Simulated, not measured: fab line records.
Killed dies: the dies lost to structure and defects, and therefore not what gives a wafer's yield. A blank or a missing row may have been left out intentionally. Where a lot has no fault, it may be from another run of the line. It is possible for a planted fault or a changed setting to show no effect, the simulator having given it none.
Problem report in the 8D (eight disciplines) form, filled by code    flow sky130    the parts of the form that need people (team, actions taken, sign-off) are left out

## 1. PROBLEM STATEMENT
At SKY_CONTACT_CMP_04, timeToEndpointS averages 107 s over 3 wafers from 2 lots, while fault-free wafers read 81 s, standard deviation 3.5. That puts it +7.4 standard deviations away from the usual mean.
The step: polishes SiO2.
The first sign was on wafer L322.2 at day 31 09:20, on cmp-01. At this step, 39 wafers from 13 lots have a number in the record. By rule, "out" or "out of limits" means more than 4 standard deviations away from the usual mean. Any other wafer with a number is counted as sound.

## 2. WHAT IT IS; WHAT IT IS NOT
question                     is                      is not
which readings at this step  timeToEndpointS         motorCurrentA
which lots                   L322, L326              L319, L320, L324, L332, L335, L336, L338, L339, L340, L341, L342
which wafers of those lots   L322.2, L322.4, L326.2  L322.5, L326.1, L326.5
read on which tools          cmp-01                  cmp-02
when                         from day 31 09:20       up to then (7 sound wafers); but 29 sound wafers of L324, L326, L332, L335, L336, L338, L339, L340, L341, L342 came after

## 3. SUSPECTS, AND WHAT RULES EACH OUT
Counting: if a tool at a process step up to the reading ran every lot that is out, it stays a suspect. Sound lots after the first of them don't rule it out here, since some wafers of a struck lot are sound.
- cmp-01 at SKY_LI_CONTACT_CMP_02 (polishes PSG): kept. It ran every lot that is out, first L322 (day 29 03:37); its last sound lot up to then is L319 (day 27 09:46).
- cvdW-02 at SKY_LI_CONTACT_CVD_21 (deposits W, target thk 400 nm, time 120.56 s): kept. It ran every lot that is out, first L322 (day 30 08:30); its last sound lot up to then is L320 (day 28 22:15).
- cmp-01 at SKY_CONTACT_CMP_04 (polishes SiO2): kept. It ran every lot that is out, first L322 (day 31 09:20); its last sound lot up to then is L319 (day 29 20:47). Its own readings are out on those wafers: timeToEndpointS.
Still standing after the count: cmp-01 at SKY_LI_CONTACT_CMP_02, cvdW-02 at SKY_LI_CONTACT_CVD_21, cmp-01 at SKY_CONTACT_CMP_04.

## 4. THE CAUSE (what the simulator had put in)
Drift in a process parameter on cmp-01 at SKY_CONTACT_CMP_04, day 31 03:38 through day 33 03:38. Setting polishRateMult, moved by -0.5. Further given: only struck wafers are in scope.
Of the 3 suspects that counting leaves, this tool is one.

## 5. SEQUENCE OF EFFECTS, ordered by route
Each row: a reading where the mean over the struck wafers with a number is more than 3 standard deviations away from the usual. Only readings whose record carries a usual standard deviation are examined. hours: median over the lots of the time between each lot's start at the first step of this table that gives one and its start at this step. sigmas: the change, counted in usual standard deviations.
hours  step                   reading           usual       on struck wafers  change  sigmas
0      SKY_CONTACT_CMP_04     timeToEndpointS   81 s        107               +26     +7.4
27     SKY_CONTACT_ETCH_17    oesProductAu      0.891 a.u.  0.992             +0.101  +22
353    SKY_PAD_OPEN_PROBE_99  killedAtContacts  24          175               +151    +32
353    SKY_PAD_OPEN_PROBE_99  killedDies        86          249               +163    +17
The process steps in it:
- SKY_CONTACT_CMP_04: polishes SiO2.
- SKY_CONTACT_ETCH_17: etches SiO2 in C4F8/O2/Ar, stops on Si3N4, target depth 340 nm.
- SKY_PAD_OPEN_PROBE_99

## 6. WHAT WOULD HAVE CAUGHT IT SOONER
In this record the first reading out of limits was taken at day 31 09:20, 6 hours after the fault began at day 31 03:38.
